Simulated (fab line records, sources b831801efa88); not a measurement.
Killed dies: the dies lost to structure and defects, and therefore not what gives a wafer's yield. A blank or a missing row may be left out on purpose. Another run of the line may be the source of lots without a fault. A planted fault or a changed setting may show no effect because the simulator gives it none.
What tool caused it? :: flow gf180mcu :: Sampling: 14 lots, 42 wafers, 3 of 602 route steps

## WHAT THE GAUGES READ, wafer by wafer
GF_VT_IMPLANT_OVL_MEAS_18. Usual: VT_IMPLANT_01_OVL gives -0.1 nm (standard deviation 1.2).
lot: L560
measured: day 6 18:41
on: overlay-02
VT_IMPLANT_01_OVL (nm): 1.2 1.6 2.0
flag: 

lot: L561
measured: day 6 20:36
on: overlay-01
VT_IMPLANT_01_OVL (nm): -0.9 -0.9 0.4
flag: 

lot: L563
measured: day 7 12:43
on: overlay-01
VT_IMPLANT_01_OVL (nm): -0.9 -1.0 -1.1
flag: 

lot: L564
measured: day 7 13:56
on: overlay-02
VT_IMPLANT_01_OVL (nm): -0.4 -1.4 2.2
flag: 

lot: L565
measured: day 7 21:59
on: overlay-02
VT_IMPLANT_01_OVL (nm): -0.3 -1.0 1.4
flag: 

lot: L568
measured: day 8 14:35
on: overlay-02
VT_IMPLANT_01_OVL (nm): -2.6 -2.3 0.0
flag: 

lot: L571
measured: day 9 08:26
on: overlay-02
VT_IMPLANT_01_OVL (nm): 0.1 -0.5 -0.2
flag: 

lot: L573
measured: day 9 22:43
on: overlay-01
VT_IMPLANT_01_OVL (nm): -2.6 -1.8 -0.5
flag: 

lot: L576
measured: day 10 17:35
on: overlay-02
VT_IMPLANT_01_OVL (nm): -1.0 -0.7 0.9
flag: 

lot: L579
measured: day 11 10:49
on: overlay-02
VT_IMPLANT_01_OVL (nm): 2.4 1.2 1.0
flag: 

lot: L580
measured: day 11 17:50
on: overlay-01
VT_IMPLANT_01_OVL (nm): -1.7 -1.3 -1.1
flag: 

lot: L581
measured: day 11 22:52
on: overlay-02
VT_IMPLANT_01_OVL (nm): -0.2 2.0 1.3
flag: 

lot: L582
measured: day 12 07:34
on: overlay-02
VT_IMPLANT_01_OVL (nm): 1.9 1.1 1.4
flag: 

lot: L583
measured: day 12 16:23
on: overlay-01
VT_IMPLANT_01_OVL (nm): 0.1 -0.8 -0.4
flag: 

GF_VT_IMPLANT_TW_MEAS_32. Usual: VT_IMPLANT_3_TW gives 270.8 (standard deviation 1.5).
lot: L560
measured: day 7 10:40
on: filmMetro-02
VT_IMPLANT_3_TW: 272.0 272.3 271.2
flag: 

lot: L561
measured: day 7 13:35
on: filmMetro-02
VT_IMPLANT_3_TW: 272.5 272.2 272.1
flag: 

lot: L563
measured: day 8 05:45
on: filmMetro-01
VT_IMPLANT_3_TW: 269.1 269.1 268.6
flag: 

lot: L564
measured: day 8 07:01
on: filmMetro-04
VT_IMPLANT_3_TW: 271.3 271.3 270.9
flag: 

lot: L565
measured: day 8 15:42
on: filmMetro-01
VT_IMPLANT_3_TW: 266.7 268.3 269.3
flag: 

lot: L568
measured: day 9 08:25
on: filmMetro-02
VT_IMPLANT_3_TW: 271.8 271.4 271.8
flag: 

lot: L571
measured: day 10 02:46
on: filmMetro-04
VT_IMPLANT_3_TW: 273.1 272.5 271.9
flag: 

lot: L573
measured: day 10 17:34
on: filmMetro-01
VT_IMPLANT_3_TW: 270.3 269.8 269.9
flag: 

lot: L576
measured: day 11 12:41
on: filmMetro-04
VT_IMPLANT_3_TW: 271.0 270.9 272.4
flag: 

lot: L579
measured: day 12 06:37
on: filmMetro-02
VT_IMPLANT_3_TW: 271.0 270.1 270.4
flag: 

lot: L580
measured: day 12 13:44
on: filmMetro-04
VT_IMPLANT_3_TW: 271.7 271.6 272.6
flag: 

lot: L581
measured: day 12 19:13
on: filmMetro-02
VT_IMPLANT_3_TW: 271.8 270.1 271.9
flag: 

lot: L582
measured: day 13 04:07
on: filmMetro-02
VT_IMPLANT_3_TW: 269.6 271.2 271.9
flag: 

lot: L583
measured: day 13 12:44
on: filmMetro-02
VT_IMPLANT_3_TW: 270.6 270.4 270.2
flag: 

GF_DUAL_GATE_THK_MEAS_03. Usual: DUAL_GATE_OXIDATION_00_THK gives 10.95 nm (standard deviation 0.21).
lot: L560
measured: day 8 05:25
on: filmMetro-02
DUAL_GATE_OXIDATION_00_THK (nm): 11.26 11.33 11.17
flag: 

lot: L561
measured: day 8 08:43
on: filmMetro-02
DUAL_GATE_OXIDATION_00_THK (nm): 10.82 10.60 10.77
flag: 

lot: L563
measured: day 9 02:06
on: filmMetro-02
DUAL_GATE_OXIDATION_00_THK (nm): 11.14 11.07 10.75
flag: 

lot: L564
measured: day 9 03:34
on: filmMetro-03
DUAL_GATE_OXIDATION_00_THK (nm): 10.78 11.03 10.91
flag: 

lot: L565
measured: day 9 12:04
on: filmMetro-01
DUAL_GATE_OXIDATION_00_THK (nm): 10.97 11.00 11.03
flag: 

lot: L568
measured: day 10 04:34
on: filmMetro-03
DUAL_GATE_OXIDATION_00_THK (nm): 10.84 10.81 10.86
flag: 

lot: L571
measured: day 11 06:29
on: filmMetro-02
DUAL_GATE_OXIDATION_00_THK (nm): 10.99 11.04 11.13
flag: 

lot: L573
measured: day 11 15:22
on: filmMetro-02
DUAL_GATE_OXIDATION_00_THK (nm): 10.87 10.85 10.84
flag: 

lot: L576
measured: day 12 10:37
on: filmMetro-03
DUAL_GATE_OXIDATION_00_THK (nm): 11.26 11.16 11.20
flag: 

lot: L579
measured: day 13 04:49
on: filmMetro-01
DUAL_GATE_OXIDATION_00_THK (nm): 11.28 11.36 11.39
flag: 

lot: L580
measured: day 13 12:03
on: filmMetro-03
DUAL_GATE_OXIDATION_00_THK (nm): 10.73 10.90 10.83
flag: 

lot: L581
measured: day 13 18:58
on: filmMetro-01
DUAL_GATE_OXIDATION_00_THK (nm): 11.10 11.03 10.83
flag: 

lot: L582
measured: day 14 03:52
on: filmMetro-02
DUAL_GATE_OXIDATION_00_THK (nm): 10.51 10.40 10.46
flag: 

lot: L583
measured: day 14 12:26
on: filmMetro-02
DUAL_GATE_OXIDATION_00_THK (nm): 11.04 10.95 10.71
flag: 

## WHICH TOOL RAN EACH LOT (tool, then ch and the chambers of the sampled wafers, then the start)
No process step before these readings appears in the record.

## WHAT THE TOOLS THEMSELVES READ (means of the sampled wafers that have a number; where no wafer has one, the mark that the record gives instead)
The record holds no such reading with a usual standard deviation.

## THE ANSWER, worked out from the rows above alone
Rule: lot off if the mean of its wafers having a number is beyond 3 standard deviations from the usual mean. Also off: a lot with no number at a reading for which 4 or more lots have one. Any other lot the step has rows for is counted as sound. First the gauges in route order, then the tools' own readings, where a lot's mean is used as printed above. At the first step where some lot is off, the reading lying furthest off is the one used; lots without a number count as furthest.
Nothing can be told from this: no lot is off at any reading shown.

## WHAT HAD BEEN PUT IN BY THE SIMULATOR
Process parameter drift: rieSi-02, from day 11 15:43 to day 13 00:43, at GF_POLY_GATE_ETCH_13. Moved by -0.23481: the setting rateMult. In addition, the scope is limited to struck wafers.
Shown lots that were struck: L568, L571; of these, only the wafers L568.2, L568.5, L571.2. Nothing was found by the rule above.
